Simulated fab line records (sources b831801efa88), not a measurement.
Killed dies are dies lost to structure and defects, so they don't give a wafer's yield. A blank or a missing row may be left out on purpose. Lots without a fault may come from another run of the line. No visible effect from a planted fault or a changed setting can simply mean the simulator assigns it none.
Chamber matching -- flow gf180mcu -- GF_STI_ETCH_14 on rieSi-02: 4 sister chambers
The step etches Si in HBr/Cl2/O2, target depth 360 nm, time 102.9 s. 16 wafers are shown with their chamber, then 8 later ones without.

## WAFERS PAIRED WITH THEIR CHAMBERS
wafer,chamber,drypumpMotorCurrentA (A),oesProductAu (a.u.),HBr_flow_sccm (sccm)
L793.2,3,5.3,0.995,151.0
L793.3,1,5.5,0.999,150.5
L793.5,1,5.5,1.004,150.2
L794.1,1,5.6,0.986,150.0
L794.2,2,5.5,0.993,150.3
L794.4,3,5.4,0.994,150.1
L795.1,2,5.5,0.985,150.2
L795.3,0,5.9,0.978,150.5
L795.4,3,5.3,0.993,150.4
L796.3,3,5.3,0.992,150.2
L796.5,0,5.9,1.001,148.9
L796.6,1,5.5,0.993,149.5
L798.2,1,5.5,1.006,150.1
L798.4,2,5.5,0.989,149.8
L798.5,1,5.5,1.011,149.5
L807.2,3,5.3,1.003,150.0

SIGNATURES (means of the wafers above)
reading,chamber 0,chamber 1,chamber 2,chamber 3,scatter within a chamber
drypumpMotorCurrentA,5.900,5.517,5.500,5.320,0.0369
oesProductAu,0.98950,0.99983,0.98900,0.99540,0.00813
HBr_flow_sccm,149.700,149.967,150.100,150.340,0.487
Rule: for a wafer and a chamber, the distance is found by dividing, reading by reading, the gap between the wafer's reading and the chamber's mean by the reading's scatter, squaring, summing and taking the root. The wafer belongs to the nearest chamber; if the next one is less than 2 further off, it can't be placed. The scatter is the square root of a quotient: the sum, over the shown wafers, of each reading's squared deviation from its chamber's mean, divided by wafers minus chambers.

## WAFERS WHOSE CHAMBER IS MISSING
wafer,drypumpMotorCurrentA (A),oesProductAu (a.u.),HBr_flow_sccm (sccm)
L807.3,5.5,1.011,150.2
L807.6,5.5,0.990,149.3
L809.1,5.5,0.986,150.3
L809.3,5.9,0.984,149.7
L809.6,5.4,0.996,149.7
L811.1,5.5,1.004,150.9
L811.3,5.9,1.001,150.1
L811.4,5.5,1.003,150.5

## CHAMBER TAKEN BY EACH
wafer,from the rows above,in truth
L807.3,can't be placed: 1 or 2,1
L807.6,can't be placed: 2 or 1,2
L809.1,can't be placed: 2 or 1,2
L809.3,0,0
L809.6,can't be placed: 3 or 2 or 1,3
L811.1,can't be placed: 1 or 2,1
L811.3,0,0
L811.4,can't be placed: 1 or 2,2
Placed correctly: 2 of 8. Unplaceable from these rows: 6, with the true chamber sitting among the candidates in 6. Wrongly placed: 0.
